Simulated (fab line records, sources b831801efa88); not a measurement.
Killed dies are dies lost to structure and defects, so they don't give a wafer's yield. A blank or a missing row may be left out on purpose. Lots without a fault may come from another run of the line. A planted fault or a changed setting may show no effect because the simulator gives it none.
One fault seen from 2 desks | flow sky130 | each desk has only its own numbers; what lay behind them comes last

THE TOOL OWNER'S DESK: implanter-03
The tool's own readings at SKY_VT_ADJUST_LVTN_IMPLANT_08: means of the sampled wafers that have a number, for each lot that ran on this tool. A lot is out of limits, marked OUT, if its mean lies more than 4 standard deviations from the usual mean; the brackets give that distance.
Columns: A = dose_ions_cm2 at SKY_VT_ADJUST_LVTN_IMPLANT_08, usual 1.5702e+12; B = faraday_current_uA at SKY_VT_ADJUST_LVTN_IMPLANT_08, usual 8.88
lot  | first seen here | A                            | B
L242 | day 8 16:22     | 1.5693e+12                   | 8.77
L244 | day 9 01:52     | 1.5718e+12                   | 8.77
L245 | day 9 08:52     | 1.5682e+12                   | 8.91
L246 | day 9 22:31     | 2.3470e+12 (+99 or more) OUT | 13.08 (+23) OUT
L251 | day 11 04:23    | 2.3441e+12 (+99 or more) OUT | 13.30 (+25) OUT
This desk's finding: out of limits on L246, L251; first on L246, day 9 22:31 (dose_ions_cm2 at SKY_VT_ADJUST_LVTN_IMPLANT_08). In limits: L242, L244, L245.

THE METROLOGY DESK
What the gauges read, lot by lot, whatever tool the lot ran on: means of the sampled wafers that have a number. A lot is out of limits, marked OUT, if its mean lies more than 4 standard deviations from the usual mean; the brackets give that distance.
Columns: A = FIELD_ISO_CVD_24_THK at SKY_FIELD_ISO_THK_MEAS_25, usual 595 nm; B = NWELL_00_OVL at SKY_NWELL_OVL_MEAS_10, usual -0.6 nm; C = VT_ADJUST_LVTN_TW at SKY_VT_ADJUST_LVTN_TW_MEAS_10, usual 241
lot  | first seen here | A   | B    | C
L237 | day 2 13:57     | 600 | -0.0 | 244
L238 | day 2 19:56     | 595 | -0.3 | 245
L240 | day 3 07:14     | 599 | -1.4 | 237
L242 | day 3 17:55     | 591 | -0.5 | 246
L243 | day 3 20:38     | 594 | -1.0 | 237
L244 | day 4 02:31     | 596 | -0.6 | 237
L245 | day 4 06:36     | 598 | -2.6 | 237
L246 | day 4 15:17     | 593 | -0.3 | 277 (+11) OUT
L251 | day 5 15:24     | 598 | -1.2 | 267 (+8.0) OUT
L252 | day 5 21:07     | 590 | -0.7 | 239
L255 | day 6 11:05     | 593 | 0.6  | 236
L256 | day 6 15:00     | 587 | -1.0 | 242
This desk's finding: out of limits on L246, L251; first on L246, day 9 22:44 (VT_ADJUST_LVTN_TW at SKY_VT_ADJUST_LVTN_TW_MEAS_10). In limits: L237, L238, L240, L242, L243, L244, L245, L252, L255, L256.

PUT TOGETHER
The tool owner's desk could have raised an alarm at day 9 22:31, on L246, L251.
The metrology desk could have raised an alarm at day 9 22:44, on L246, L251.
Of the lots named, all ran SKY_VT_ADJUST_LVTN_IMPLANT_08 on implanter-03.

WHAT THE SIMULATOR HAD PUT IN
Process parameter drift: implanter-03, from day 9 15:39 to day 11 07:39, at SKY_VT_ADJUST_LVTN_IMPLANT_08. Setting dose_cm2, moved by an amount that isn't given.
Lots struck among those shown: L246, L251.
Hours from the fault's start to each desk's first reading out of limits: the tool owner's desk, 7; the metrology desk, 7.
